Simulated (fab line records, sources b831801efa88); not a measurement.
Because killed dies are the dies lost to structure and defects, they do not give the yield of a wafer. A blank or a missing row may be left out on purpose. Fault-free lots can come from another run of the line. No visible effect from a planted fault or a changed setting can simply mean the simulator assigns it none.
fab line records	flow sky130
[record] lots = 6	wafers = 18	last-day = 49
route steps=708 shown NWELL@76 PWDE@84 VT_ADJUST_HVTP@85 PAD_OPEN@708
lots with no fault: from the same line, run without faults
start-h: start of the lot's first displayed wafer, in hours after the record's first day	wait-h: time in hours since the lot's previous step	" repeats the value in the row above	L1.1+2: several wafers, shown together as one row	- no value, or no start was given	* or withheld: withheld	< > ~ a bound
route shown NAME@n: NAME is a module with steps in the file, n the number in the route of the first one	usual: average and standard deviation across the fault-free wafers	same: alike in all rows	chamber/n: place in a boat	sites: per-site readings	_std_site: the standard deviation of these	_edge_site: mean of outer sites minus mean of inner sites	radius-mm: how far each site lies from the wafer's centre	mask NAME#n: copy n	behind: the last tool/chamber to shape the wafer	hold: why the lot was held/for how many hours/how that ended	device: which transistor (n, p or np) failed to switch	end of line: the tests these same wafers got at the end of their route	a step given without rows: its recipe and nothing more	killed: dies lost to structure and defects at the first sort, not the wafer's yield	map: a wafer's dies, marking killed ones x, the rest . and places with no die _
set.NAME: setting as actually run; set.NAME@STEP: the setting as run at that earlier step	model.NAME: the simulator's own value behind a step, which no gauge read
lots at some steps of the route; a table a step, a row a wafer
services: when a tool's chamber went out of use (start-h, in hours from the record's first day, below 0 if earlier), for how many hours, and the reason
[[steps]]
[step SKY_NWELL_OVL_MEAS_23]
[usual] NWELL_01_OVL = 0.2/1.4
lot.wafer	tool	chamber	start-h	wait-h	NWELL_01_OVL[nm]
L831.3	overlay-01	-	113.50	-	-1.4
L831.4	"	-	"	"	-1.5
L831.6	"	-	"	"	-3.0
L834.1	overlay-02	-	130.43	-	-0.3
L834.4	"	-	"	"	-0.7
L834.6	"	-	"	"	1.0
L836.1	overlay-02	-	142.93	-	1.5
L836.5	"	-	"	"	0.4
L836.6	"	-	"	"	0.6
L841.1	overlay-02	-	177.54	-	2.5
L841.2	"	-	"	"	2.6
L841.5	"	-	"	"	1.9
L845.3	overlay-01	-	203.74	-	1.6
L845.4	"	-	"	"	3.3
L845.6	"	-	"	"	0.0
L848.2	overlay-01	-	230.04	-	-1.2
L848.3	"	-	"	"	-0.4
L848.4	"	-	"	"	-1.2
[step SKY_NWELL_IMPLANT_24]
[recipe] species = B	energy-kev = 140	dose-cm2 = 9.2e+12	tilt-deg = withheld
[step SKY_NWELL_STRIP_25]
[recipe] chemistry = O2/N2	power-w = 1400	pressure-mtorr = 1500	platen-temp-c = withheld	o2-flow-sccm = 3000	n2-flow-sccm = 300	overash-fraction = 0.5
[usual] drypump-motor-current-A = 5.8/0.48	oes-product-au = 0.723/0.0046	strip-time-to-endpoint-s = 36.94/0.11
[same] overash-fraction = 0.5
lot.wafer	tool	chamber	start-h	wait-h	drypump-motor-current-A	oes-product-au	rf-hours-counter-h	strip-time-to-endpoint-s
L831.3	plasma-asher-02	1	113.79	0.1	6.1	0.722	-	37.02
L831.4	"	0	"	"	5.3	0.723	-	37.10
L831.6	"	1	"	"	6.1	0.724	-	37.07
L834.1	plasma-asher-03	0	130.61	0.1	6.5	0.717	42	36.96
L834.4	"	0	"	"	6.5	0.720	-	36.98
L834.6	"	0	"	"	6.5	0.725	-	36.93
L836.1	plasma-asher-01	0	143.12	0.1	5.1	0.723	33	37.02
L836.5	"	1	"	"	5.7	0.728	-	36.99
L836.6	"	0	"	"	5.1	0.726	-	37.02
L841.1	plasma-asher-03	0	177.72	0.1	6.5	0.715	47	37.05
L841.2	"	1	"	"	5.8	0.724	47	36.95
L841.5	"	1	"	"	5.8	0.726	-	36.98
L845.3	plasma-asher-02	1	203.95	0.1	6.1	0.722	-	36.80
L845.4	"	0	"	"	5.3	0.723	-	36.93
L845.6	"	0	"	"	5.3	0.726	-	36.88
L848.2	plasma-asher-01	0	230.22	0.1	5.1	0.719	42	36.95
L848.3	"	0	"	"	5.1	0.719	-	36.88
L848.4	"	1	"	"	5.7	0.715	-	36.91
[step SKY_NWELL_TW_MEAS_26]
[usual] NWELL_2_TW = 493/3.9
lot.wafer	tool	chamber	start-h	wait-h	NWELL_2_TW
L831.3	film-metro-04	-	113.88	0.1	495
L831.4	"	-	"	"	493
L831.6	"	-	"	"	494
L834.1	film-metro-02	-	130.71	0.1	497
L834.4	"	-	"	"	498
L834.6	"	-	"	"	497
L836.1	film-metro-02	-	143.22	0.1	498
L836.5	"	-	"	"	498
L836.6	"	-	"	"	499
L841.1	film-metro-01	-	177.82	0.1	484
L841.2	"	-	"	"	489
L841.5	"	-	"	"	490
L845.3	film-metro-01	-	204.04	0.1	490
L845.4	"	-	"	"	493
L845.6	"	-	"	"	493
L848.2	film-metro-01	-	230.33	0.1	491
L848.3	"	-	"	"	491
L848.4	"	-	"	"	489
[step SKY_NWELL_CLEAN_27]
[recipe] chemistry = SC1/SC2	mix = 1:4:20	temp-c = 70	time-s = 150	dry = n2-spin
[step SKY_NWELL_RTA_28]
[recipe] temp-c = 1050	time-s = 30	idle-temp-c = 650	ramp-up-c-per-s = 150	ramp-down-c-per-s = 90	ambient = N2
[usual] lamp-power-pct = 25.30/0.051	wafer_temp_C_max = 1054.9/1
lot.wafer	tool	chamber	start-h	wait-h	lamp-power-pct	wafer_temp_C_max
L831.3	rtp-anneal-02	0	114.00	0.0	25.28	1056.6
L831.4	"	0	"	"	25.35	1055.4
L831.6	"	0	"	"	25.23	1053.9
L834.1	rtp-anneal-01	0	130.83	0.0	25.34	1054.4
L834.4	"	0	"	"	25.36	1056.6
L834.6	"	0	"	"	25.31	1055.3
L836.1	rtp-anneal-02	0	143.33	0.0	25.28	1055.1
L836.5	"	0	"	"	25.35	1055.4
L836.6	"	0	"	"	25.32	1055.4
L841.1	rtp-anneal-02	0	177.93	0.0	25.29	1054.5
L841.2	"	0	"	"	25.27	1054.1
L841.5	"	0	"	"	25.29	1055.4
L845.3	rtp-anneal-02	0	204.16	0.0	25.36	1054.9
L845.4	"	0	"	"	25.25	1053.4
L845.6	"	0	"	"	25.29	1052.9
L848.2	rtp-anneal-01	0	230.45	0.0	25.29	1055.8
L848.3	"	0	"	"	25.25	1054.4
L848.4	"	0	"	"	25.32	1054.8
[step SKY_NWELL_RS_MEAS_29]
[recipe] thk-meas-gauge = four-point-probe
[usual] NWELL_RS = 624.6/1.5
lot.wafer	tool	chamber	start-h	wait-h	NWELL_RS[ohm/sq]
L831.3	film-metro-02	-	114.11	0.1	625.3
L831.4	"	-	"	"	626.0
L831.6	"	-	"	"	624.1
L834.1	film-metro-04	-	130.93	0.1	624.8
L834.4	"	-	"	"	625.1
L834.6	"	-	"	"	622.9
L836.1	film-metro-01	-	143.43	0.1	620.7
L836.5	"	-	"	"	621.0
L836.6	"	-	"	"	621.7
L841.1	film-metro-04	-	178.03	0.1	625.2
L841.2	"	-	"	"	625.5
L841.5	"	-	"	"	625.5
L845.3	film-metro-01	-	204.27	0.1	623.7
L845.4	"	-	"	"	622.9
L845.6	"	-	"	"	623.4
L848.2	film-metro-04	-	230.55	0.1	626.2
L848.3	"	-	"	"	625.2
L848.4	"	-	"	"	625.5
[step SKY_NWELL_RS_MEAS_31]
[recipe] thk-meas-gauge = four-point-probe
[usual] PWDE_RS = 5278/16
lot.wafer	tool	chamber	start-h	wait-h	PWDE_RS[ohm/sq]
L831.3	film-metro-02	-	114.35	0.1	5261
L831.4	"	-	"	"	5275
L831.6	"	-	"	"	5277
L834.1	film-metro-04	-	131.17	0.1	5283
L834.4	"	-	"	"	5281
L834.6	"	-	"	"	5304
L836.1	film-metro-01	-	143.67	0.1	5271
L836.5	"	-	"	"	5241
L836.6	"	-	"	"	5274
L841.1	film-metro-04	-	178.27	0.1	5277
L841.2	"	-	"	"	5280
L841.5	"	-	"	"	5274
L845.3	film-metro-01	-	204.51	0.1	5291
L845.4	"	-	"	"	5290
L845.6	"	-	"	"	5263
L848.2	film-metro-04	-	230.79	0.1	5272
L848.3	"	-	"	"	5266
L848.4	"	-	"	"	5281
[step SKY_VT_ADJUST_HVTP_DEHYDRATE_00]
[recipe] temp-c = 200	time-s = 60
[step SKY_VT_ADJUST_HVTP_HMDS_01]
[recipe] prime-time-s = 60	prime-temp-c = 120
[step SKY_VT_ADJUST_HVTP_COAT_02]
[recipe] resist = NOVOLAK	spin-rpm = 3000	resist-thk-nm = 1140
[step SKY_VT_ADJUST_HVTP_SOFTBAKE_03]
[recipe] temp-c = 90	time-s = 60	resist = NOVOLAK
[usual] heater-power-total-W = 56.59/0.044	plate-temp-C = 89.98/0.13
lot.wafer	tool	chamber	start-h	wait-h	heater-power-total-W	plate-temp-C
L831.3	litho-track-04	0	122.69	0.1	56.62	89.74
L831.4	"	0	"	"	56.59	89.70
L831.6	"	0	"	"	56.61	89.85
L834.1	litho-track-04	0	140.54	0.1	56.60	90.06
L834.4	"	0	"	"	56.69	89.95
L834.6	"	0	"	"	56.60	90.03
L836.1	litho-track-04	0	153.29	0.1	54.13	87.21
L836.5	"	0	"	"	54.10	87.11
L836.6	"	0	"	"	54.08	87.28
L841.1	litho-track-04	0	188.79	0.1	54.06	87.10
L841.2	"	0	"	"	54.12	87.04
L841.5	"	0	"	"	54.03	87.19
L845.3	litho-track-01	0	215.45	0.1	56.58	90.15
L845.4	"	0	"	"	56.58	90.05
L845.6	"	0	"	"	56.52	90.12
L848.2	litho-track-01	0	241.48	0.1	56.64	89.91
L848.3	"	0	"	"	56.63	90.06
L848.4	"	0	"	"	56.65	89.84
[step SKY_VT_ADJUST_HVTP_EXPOSE_04]
[recipe] mask-id = HVTPM	na = 0.6	source-shape = conventional	sigma-outer = 0.6	polarization = unpolarized	target-cd-nm = 380	dose-mj = 140
[step SKY_VT_ADJUST_HVTP_PEB_05]
[recipe] temp-c = withheld	time-s = *	resist = NOVOLAK
[step SKY_VT_ADJUST_HVTP_DEVELOP_06]
[recipe] resist = NOVOLAK	developer = TMAH	develop-time-s = 60	dev-temp-c = 23
[usual] developer-temp-C = 22.96/0.11
lot.wafer	tool	chamber	start-h	wait-h	developer-temp-C	model.NOVOLAK_of_VT_ADJUST_HVTP_COAT_02.thk-nm
L831.3	litho-track-04	0	131.64	0.1	22.79	1139
L831.4	"	0	"	"	22.77	1141
L831.6	"	0	"	"	22.82	1137
L834.1	litho-track-01	0	150.91	0.1	23.01	1136
L834.4	"	0	"	"	23.13	1134
L834.6	"	0	"	"	23.17	1133
L836.1	litho-track-02	0	163.18	0.1	22.70	1148
L836.5	"	0	"	"	22.95	1146
L836.6	"	0	"	"	23.01	1152
L841.1	litho-track-04	0	199.54	0.1	22.75	1148
L841.2	"	0	"	"	22.85	1148
L841.5	"	0	"	"	22.88	1150
L845.3	litho-track-01	0	224.95	0.1	23.05	1141
L845.4	"	0	"	"	23.02	1142
L845.6	"	0	"	"	22.98	1145
L848.2	litho-track-01	0	253.13	0.1	22.97	1141
L848.3	"	0	"	"	23.14	1141
L848.4	"	0	"	"	23.03	1140
[step SKY_VT_ADJUST_HVTP_CD_MEAS_07]
[recipe] target-cd-nm = 380
[usual] cd-nm = 379.0/1.8
lot.wafer	tool	chamber	start-h	wait-h	cd-nm
L831.3	cd-sem-01	-	131.78	0.1	375.3
L831.4	"	-	"	"	376.5
L831.6	"	-	"	"	376.6
L834.1	cd-sem-02	-	151.06	0.1	377.7
L834.4	"	-	"	"	378.6
L834.6	"	-	"	"	377.0
L836.1	cd-sem-01	-	163.33	0.1	378.0
L836.5	"	-	"	"	377.8
L836.6	"	-	"	"	380.2
L841.1	cd-sem-01	-	199.69	0.1	379.8
L841.2	"	-	"	"	377.3
L841.5	"	-	"	"	377.8
L845.3	cd-sem-01	-	225.09	0.1	379.2
L845.4	"	-	"	"	378.1
L845.6	"	-	"	"	378.9
L848.2	cd-sem-02	-	253.27	0.1	379.8
L848.3	"	-	"	"	379.1
L848.4	"	-	"	"	379.1
[step SKY_VT_ADJUST_HVTP_OVL_MEAS_08]
[usual] VT_ADJUST_HVTP_OVL = 0.6/1.3
lot.wafer	tool	chamber	start-h	wait-h	VT_ADJUST_HVTP_OVL[nm]
L831.3	overlay-02	-	131.87	0.1	-0.9
L831.4	"	-	"	"	1.8
L831.6	"	-	"	"	1.2
L834.1	overlay-02	-	151.18	0.1	-0.2
L834.4	"	-	"	"	0.2
L834.6	"	-	"	"	1.5
L836.1	overlay-02	-	163.45	0.1	-0.8
L836.5	"	-	"	"	0.3
L836.6	"	-	"	"	1.0
L841.1	overlay-01	-	199.81	0.1	-0.9
L841.2	"	-	"	"	-0.6
L841.5	"	-	"	"	-1.7
L845.3	overlay-02	-	225.19	0.1	-1.2
L845.4	"	-	"	"	-1.1
L845.6	"	-	"	"	-0.7
L848.2	overlay-01	-	253.38	0.1	-0.1
L848.3	"	-	"	"	1.6
L848.4	"	-	"	"	1.2
[step SKY_VT_ADJUST_HVTP_IMPLANT_09]
[recipe] species = As	energy-kev = 150	dose-cm2 = 4.3e+12	tilt-deg = withheld
[step SKY_VT_ADJUST_HVTP_STRIP_10]
[recipe] chemistry = O2/N2	power-w = 1400	pressure-mtorr = 1500	platen-temp-c = withheld	o2-flow-sccm = 3000	n2-flow-sccm = 300	overash-fraction = 0.5
[usual] drypump-motor-current-A = 5.7/0.32	oes-product-au = 0.715/0.0042	strip-time-to-endpoint-s = 14.18/0.035
[same] overash-fraction = 0.5
lot.wafer	tool	chamber	start-h	wait-h	drypump-motor-current-A	oes-product-au	rf-hours-counter-h	strip-time-to-endpoint-s
L831.3	plasma-asher-01	1	132.08	0.1	5.7	0.712	-	14.17
L831.4	"	0	"	"	5.1	0.713	-	14.21
L831.6	"	1	"	"	5.7	0.708	-	14.14
L834.1	plasma-asher-02	0	151.36	0.1	5.3	0.714	47	14.13
L834.4	"	0	"	"	5.3	0.711	-	14.11
L834.6	"	1	"	"	6.1	0.715	-	14.10
L836.1	plasma-asher-04	0	163.64	0.1	5.7	0.727	5	14.27
L836.5	"	1	"	"	5.9	0.721	-	14.27
L836.6	"	0	"	"	5.7	0.719	-	14.29
L841.1	plasma-asher-02	1	199.99	0.1	6.1	0.716	51	14.26
L841.2	"	0	"	"	5.3	0.718	51	14.27
L841.5	"	1	"	"	6.1	0.715	-	14.27
L845.3	plasma-asher-02	0	225.39	0.1	5.3	0.720	-	14.20
L845.4	"	1	"	"	6.1	0.712	-	14.20
L845.6	"	0	"	"	5.3	0.714	-	14.25
L848.2	plasma-asher-02	0	253.56	0.1	5.3	0.709	56	14.19
L848.3	"	0	"	"	5.3	0.715	-	14.20
L848.4	"	1	"	"	6.1	0.719	-	14.20
[step SKY_VT_ADJUST_HVTP_TW_MEAS_11]
[usual] VT_ADJUST_HVTP_TW = 1353/9.1
lot.wafer	tool	chamber	start-h	wait-h	VT_ADJUST_HVTP_TW
L831.3	film-metro-03	-	132.16	0.1	1357
L831.4	"	-	"	"	1364
L831.6	"	-	"	"	1362
L834.1	film-metro-02	-	151.46	0.1	1354
L834.4	"	-	"	"	1363
L834.6	"	-	"	"	1360
L836.1	film-metro-04	-	163.74	0.1	1346
L836.5	"	-	"	"	1348
L836.6	"	-	"	"	1349
L841.1	film-metro-02	-	200.09	0.1	1359
L841.2	"	-	"	"	1346
L841.5	"	-	"	"	1356
L845.3	film-metro-04	-	225.48	0.1	1357
L845.4	"	-	"	"	1352
L845.6	"	-	"	"	1354
L848.2	film-metro-02	-	253.67	0.1	1348
L848.3	"	-	"	"	1342
L848.4	"	-	"	"	1346
[step SKY_PAD_OPEN_PROBE_99]
[usual] killed_at_M0_to_M3 = 42/6.4	killed_at_M4_up = 3.0/2	killed-at-contacts = 24/5.2	killed-at-front-end = 14/4.2	killed-at-other = 0.4/0.72	killed-dies = 84/9	killed-open = 46/6.6	killed-short = 38/6
[same] gross-dies = 492	killed-at-back-side = 0
lot.wafer	tool	chamber	start-h	wait-h	killed_at_M0_to_M3	killed_at_M4_up	killed-at-contacts	killed-at-front-end	killed-at-other	killed-dies	killed-open	killed-short
L848.2	prober-01	-	1187.76	0.1	33	2	30	18	0	83	41	42
L848.3	prober-01	-	1187.81	0.2	50	1	29	13	0	93	55	38
L848.4	prober-01	-	1187.86	0.2	34	2	29	19	0	84	38	46
// killed by level:class
L848.2 CONTACT:geometric-particle:open=13 FIELD_ISO:geometric-particle:short=7 LOCAL_INTERCONNECT:geometric-particle:short=7 FIELD_ISO:geometric-particle:open=6 VIA1:geometric-particle:open=6 VIA3:geometric-particle:open=6 CONTACT:geometric-particle:short=5 POLY_GATE:geometric-particle:short=4
L848.3 VIA1:geometric-particle:open=14 CONTACT:geometric-particle:open=12 VIA3:geometric-particle:open=8 METAL1:geometric-particle:short=6 VIA2:geometric-particle:open=6 CONTACT:geometric-particle:short=5 FIELD_ISO:geometric-particle:short=4 FIELD_ISO:geometric-particle:open=4
L848.4 CONTACT:geometric-particle:open=9 LOCAL_INTERCONNECT:geometric-particle:short=7 VIA1:geometric-particle:open=6 LI_CONTACT:geometric-particle:open=6 CONTACT:geometric-particle:short=5 METAL1:geometric-particle:short=5 METAL2:geometric-particle:short=5 POLY_GATE:geometric-particle:short=4
[[services]]
tool	chamber	start-h	hours	kind
plasma-asher-04	-	108.75	9.0	pm
plasma-asher-04	0	108.75	9.0	vent-cycle
plasma-asher-04	1	108.75	9.0	vent-cycle
plasma-asher-04	0	117.75	-	clean
plasma-asher-04	1	117.75	-	clean
plasma-asher-04	-	148.75	0.3	repair
plasma-asher-02	-	157.08	3.6	repair
plasma-asher-03	-	230.10	2.5	repair
[[key]]
[first-sign] step = SKY_VT_ADJUST_HVTP_SOFTBAKE_03	reading = heater-power-total-W	direction = down	sigmas = 56	usual = *	struck = *
[effect] step = SKY_VT_ADJUST_HVTP_SOFTBAKE_03	reading = plate-temp-C	direction = down	sigmas = 22	usual = *	struck = *
[effect] step = SKY_VT_ADJUST_HVTP_STRIP_10	reading = strip-time-to-endpoint-s	direction = up	sigmas = 2.7	usual = *	struck = *
[model-effect] step = SKY_VT_ADJUST_HVTP_DEVELOP_06	value = NOVOLAK_of_VT_ADJUST_HVTP_COAT_02.thk-nm	without = 1140	struck = 1149
met-at SKY_VT_ADJUST_HVTP_SOFTBAKE_03
struck-wafers L836.1,L836.5,L836.6,L841.1,L841.2,L841.5
tester-left-out L836,L841
onset-between 140.54 153.29
[fault] kind = process-parameter-drift	tool = litho-track-04	chamber = -	onset-h = 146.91	steps = SKY_VT_ADJUST_HVTP_SOFTBAKE_03	channel = temp-c	offset = *	shape = step	end-h = 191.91	acts-in = *	stated = *
// tester-left-out: of these lots the tester's yield and bins aren't shown, on N5 and GAA mostly nor the transistor test; their killed dies are dies lost to structure and defects alone, not to doping, threshold or leakage, so they don't give the yield
